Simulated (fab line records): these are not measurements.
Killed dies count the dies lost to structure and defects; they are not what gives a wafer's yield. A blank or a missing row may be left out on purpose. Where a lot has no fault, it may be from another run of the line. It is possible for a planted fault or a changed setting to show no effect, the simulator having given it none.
Comparing a struck lot with a sound one | flow sky130 | 15 steps out of a route of 708
Sound: the wafers L359.1, L359.2, L359.6. Wafers struck: L367.3, L367.4, L367.5. At the end, the cause is stated.
At each step with rows: each side's tool, then ch and its chambers, then its first start. Under that, the readings that differ: sound wafers | struck wafers | difference of the means | sigmas: that difference in standard deviations of wafers without a fault.
alike: same words and numbers on both sides, and readings whose means sit less than 2 such deviations apart. not compared: any withheld reading, any reading some wafer has no value for, any bound like >300 that may hide the same value, and any number with overlapping values for which the record gives no deviation.
Wherever a step has rows on one side only, a row that says differs or no value, or a row with sigmas, the two part there. Non-overlapping numbers with no deviation appear without sigmas and do not part them. A reading missing from all wafers of one side parts the sides only when that side holds two or more wafers.

SKY_VT_ADJUST_LVTN_OVL_MEAS_07:
  struck on overlay-02, day 11 11:59; sound on overlay-02, day 9 04:56
  alike: VT_ADJUST_LVTN_OVL
after that, 1 step had no rows for these wafers: SKY_VT_ADJUST_LVTN_IMPLANT_08.
SKY_VT_ADJUST_LVTN_STRIP_09: strips in O2/N2.
  sound on plasma asher-04 ch 0,1, day 9 05:07; struck on plasma asher-04 ch 0,1, day 11 12:11
  reading                      | sound             | struck            | difference | sigmas
  strip time to endpoint s (s) | 36.84 36.84 36.83 | 37.07 37.13 37.09 | +0.26      | +2
  alike: drypump motor current A, oes product au
  not compared: rf hours counter h
SKY_VT_ADJUST_LVTN_TW_MEAS_10:
  struck on film metro-02, day 11 12:17; sound on film metro-03, day 9 05:13
  reading           | sound             | struck            | difference | sigmas
  VT_ADJUST_LVTN_TW | 239.0 238.9 238.0 | 241.0 243.0 241.5 | +3.2       | +2
then, 7 steps without rows for these wafers: SKY_VT_ADJUST_LVTN_DEHYDRATE_11 (time 60 s); SKY_VT_ADJUST_LVTN_HMDS_12 (prime time 60 s); SKY_VT_ADJUST_LVTN_COAT_13 (resist thk 1140 nm); SKY_VT_ADJUST_LVTN_SOFTBAKE_14 (time 60 s); SKY_VT_ADJUST_LVTN_EXPOSE_15 (exposes mask HVN STD DERIVED, target cd 600 nm); SKY_VT_ADJUST_LVTN_PEB_16; SKY_VT_ADJUST_LVTN_DEVELOP_17 (develop time 60 s).
SKY_VT_ADJUST_LVTN_OVL_MEAS_18:
  struck on overlay-02, day 12 11:33; sound on overlay-02, day 10 01:56
  alike: VT_ADJUST_LVTN_01_OVL
SKY_VT_ADJUST_LVTN_IMPLANT_19:
  sound on implanter-02 ch 0, day 10 01:58; struck on implanter-02, day 12 11:37
  no value came back on the struck wafers for beam energy keV, beam on s (s); on the sound wafers beam energy keV reads 29.994 29.994 29.992
SKY_VT_ADJUST_LVTN_STRIP_20: strips in O2/N2.
  sound on plasma asher-02 ch 0,1, day 10 02:07; struck on plasma asher-04 ch 0,1, day 12 11:45
  alike: drypump motor current A, oes product au, strip time to endpoint s
  not compared: rf hours counter h
SKY_VT_ADJUST_LVTN_TW_MEAS_21:
  struck on film metro-02, day 12 11:50; sound on film metro-02, day 10 02:13
  reading             | sound             | struck         | difference | sigmas
  VT_ADJUST_LVTN_2_TW | 188.6 189.1 188.7 | 30.1 30.0 30.0 | -158.8     | -99 or more

WHERE THEY PART
First at SKY_VT_ADJUST_LVTN_STRIP_09; last, within this record, at SKY_VT_ADJUST_LVTN_TW_MEAS_21.

WHY: what the simulator had put in
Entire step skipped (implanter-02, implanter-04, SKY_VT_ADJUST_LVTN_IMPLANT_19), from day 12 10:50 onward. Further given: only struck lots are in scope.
